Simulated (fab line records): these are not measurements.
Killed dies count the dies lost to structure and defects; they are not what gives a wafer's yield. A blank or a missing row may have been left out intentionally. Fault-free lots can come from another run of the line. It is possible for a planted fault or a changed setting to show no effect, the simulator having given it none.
Lot-split experiment	flow sfq-line	5 lots, 23 wafers read, on a route of 325 steps

## ABOUT THE SPLIT
At SFQ_TRILAYER_L0_VIA_LITHO_COAT_013 (resist thk 650 nm), the setting spin-rpm was moved away from the recipe's 3000 rpm on 8 of the 23 wafers read, by -2.9% to +5.1%. All remaining wafers had this setting at the recipe value.

## FROM THE SPLIT TO THE READING: what the file shows between them, 3 steps
- SFQ_TRILAYER_L0_VIA_LITHO_EXPOSE_014: exposes mask L0V, target cd 700 nm (also split here: dose-mj)
- SFQ_TRILAYER_L0_VIA_LITHO_PEB_016: peb time 60 s
- SFQ_TRILAYER_L0_VIA_LITHO_DEVELOP_015: time 60 s

## THE READING
KrF_of_TRILAYER_L0_VIA_LITHO_COAT_013.thk-nm (the simulator's own value, which no gauge read), in nm, at SFQ_TRILAYER_L0_VIA_BARC_OPEN_VIA_ETCH_021 (etches BARC in O2, target depth 125 nm, time 41.7 s). The file does not state a usual value for it. The 15 wafers here that ran the recipe average 574.4 nm, standard deviation 1.8 nm.

wafer	tool, chamber at the split	spin-rpm as run, rpm	against the recipe	KrF_of_TRILAYER_L0_VIA_LITHO_COAT_013.thk-nm, nm	against lot-mates on the recipe
L078.1	litho-track-02, 0	3000	recipe	578.3	-
L078.2	litho-track-02, 0	3000	recipe	575.7	-
L078.3	litho-track-02, 0	3000	recipe	574.9	-
L078.4	litho-track-02, 0	3000	recipe	575.7	-
L078.5	litho-track-02, 0	3000	recipe	574.2	-
L079.2	litho-track-01, 0	3000	recipe	575	-
L079.3	litho-track-01, 0	3000	recipe	572.5	-
L079.4	litho-track-01, 0	3153	+5.1%	556.3	-17.4
L079.5	litho-track-01, 0	3153	+5.1%	556.9	-16.8
L079.6	litho-track-01, 0	3000	recipe	573.5	-
L080.2	litho-track-01, 0	2913	-2.9%	582.1	+10.0
L080.3	litho-track-01, 0	2913	-2.9%	584.7	+12.6
L080.4	litho-track-01, 0	3000	recipe	570.3	-
L080.5	litho-track-01, 0	3000	recipe	573.9	-
L080.6	litho-track-01, 0	2913	-2.9%	582.5	+10.4
L084.1	litho-track-01, 0	3000	recipe	575.1	-
L084.2	litho-track-01, 0	3000	recipe	573.9	-
L084.3	litho-track-01, 0	3000	recipe	575.5	-
L085.1	litho-track-03, 0	3091	+3.0%	564.7	-8.9
L085.3	litho-track-03, 0	3091	+3.0%	565	-8.6
L085.4	litho-track-03, 0	3000	recipe	572.6	-
L085.5	litho-track-03, 0	3000	recipe	574.6	-
L085.6	litho-track-03, 0	3091	+3.0%	563.2	-10.4

FIT RESULTS
A straight line over all 23 wafers: KrF_of_TRILAYER_L0_VIA_LITHO_COAT_013.thk-nm changes by -3.31 nm for each +1% of spin-rpm; r = -0.98; the points scatter about the line by 1.6 nm.
The same after taking each lot's own level away (the mean of its wafers on the recipe; 23 wafers): -3.41 nm for each +1%; r = -0.99; scatter 1.3 nm.
That fit puts the effect of the largest move of spin-rpm on the reading at 17 nm.
From 572.10 to 575.76 nm: that is the span of the lots' own levels, equal to 2.1 times the standard deviation above.
Hence the lot-to-lot level has little effect on the slope; both slopes agree.
Check: -17 nm against its lot-mates is what the line predicts for one of the wafers moved furthest among these (+5.1%) when that wafer is left out of the fit. Against them it came out at -17.4 nm.

## FURTHER SPLITS ON THESE WAFERS
Note: prior to the reading, these wafers also went through further splits. Each is held against what the fit with the lots' levels taken away leaves over:
other split on the same wafers	wafers away from the commonest value	r with KrF_of_TRILAYER_L0_VIA_LITHO_COAT_013.thk-nm (lot level and that fit taken away)
SFQ_TRILAYER_L0_LITHO_COAT_010 resist-thk-nm	11	+0.11
SFQ_TRILAYER_L0_LITHO_EXPOSE_006 dose-mj	5	+0.26
SFQ_TRILAYER_L0_VIA_LITHO_EXPOSE_014 dose-mj	11	+0.08

## THE WHOLE CHAIN: every reading that the file lists as answering this split, in the file's order
step	what it does	reading	change (the file's fit)	r (the file's)
SFQ_TRILAYER_L0_VIA_LITHO_COAT_013	resist thk 650 nm	KrF_of_TRILAYER_L0_VIA_LITHO_COAT_013.thk-nm (the simulator's own value, which no gauge read)	-3.47 nm for each +1% of the setting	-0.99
SFQ_TRILAYER_L0_VIA_BARC_OPEN_VIA_ETCH_021	etches BARC in O2, target depth 125 nm, time 41.7 s	KrF_of_TRILAYER_L0_VIA_LITHO_COAT_013.thk-nm (the simulator's own value, which no gauge read)	-3.38 nm for each +1% of the setting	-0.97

## THE FILE'S OWN FIT
KrF_of_TRILAYER_L0_VIA_LITHO_COAT_013.thk-nm changes by -3.38 nm for each +1% of spin-rpm, r = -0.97.
